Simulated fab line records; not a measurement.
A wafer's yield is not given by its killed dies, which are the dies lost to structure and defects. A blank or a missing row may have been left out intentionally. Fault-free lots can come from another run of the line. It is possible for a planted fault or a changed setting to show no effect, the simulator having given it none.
Which tool is to blame? :: flow sky130 :: Sampling: 6 lots, 18 wafers, 2 of 708 route steps

## WHAT THE GAUGES READ, wafer by wafer
SKY_NWELL_THK_MEAS_02.
lot: L605
measured: day 2 23:50
on: film-metro-02
NWELL_OXIDATION_THK (nm): 10.17 10.06 10.20

lot: L607
measured: day 3 08:16
on: film-metro-04
NWELL_OXIDATION_THK (nm): 10.14 10.16 9.92

lot: L611
measured: day 4 07:31
on: film-metro-04
NWELL_OXIDATION_THK (nm): 9.95 9.93 9.81

lot: L613
measured: day 4 15:25
on: film-metro-04
NWELL_OXIDATION_THK (nm): 9.87 10.04 9.87

lot: L618
measured: day 5 18:40
on: film-metro-03
NWELL_OXIDATION_THK (nm): 10.05 10.12 9.96

lot: L625
measured: day 7 12:39
on: film-metro-03
NWELL_OXIDATION_THK (nm): 10.00 10.08 10.06

## WHICH TOOL RAN EACH LOT (tool, then ch and the chambers of the sampled wafers, then the start)
lot: L605
SKY_FIELD_ISO_WET_ETCH_30: wet-bench-03 ch 2, day 2 22:10

lot: L607
SKY_FIELD_ISO_WET_ETCH_30: wet-bench-02 ch 1, day 3 06:43

lot: L611
SKY_FIELD_ISO_WET_ETCH_30: wet-bench-04 ch 2, day 4 04:47

lot: L613
SKY_FIELD_ISO_WET_ETCH_30: wet-bench-02 ch 2, day 4 13:57

lot: L618
SKY_FIELD_ISO_WET_ETCH_30: wet-bench-04 ch 3, day 5 15:24

lot: L625
SKY_FIELD_ISO_WET_ETCH_30: wet-bench-02 ch 0, day 7 10:40
- SKY_FIELD_ISO_WET_ETCH_30: etches SiO2 in dHF, target depth 25 nm, time 50 s.

## THE ANSWER, worked out from the rows above alone
Rule: usual is defined by the lots themselves. The widest of any qualifying gaps counts: lots, ordered by their means at a reading, are off when they make up no more than a third of the lots, leave a main group of 4 or more, and stand apart from it by 3 or more times the standard deviation of that group's means. Not used: any main group whose means are identical at the precision the tables above print for the reading. Also off: a lot with no number at a reading for which 4 or more lots have one. The other lots that the step has rows for count as sound.
None of the lots is off at any reading shown; this tells nothing.

## WHAT THE SIMULATOR HAD INSERTED
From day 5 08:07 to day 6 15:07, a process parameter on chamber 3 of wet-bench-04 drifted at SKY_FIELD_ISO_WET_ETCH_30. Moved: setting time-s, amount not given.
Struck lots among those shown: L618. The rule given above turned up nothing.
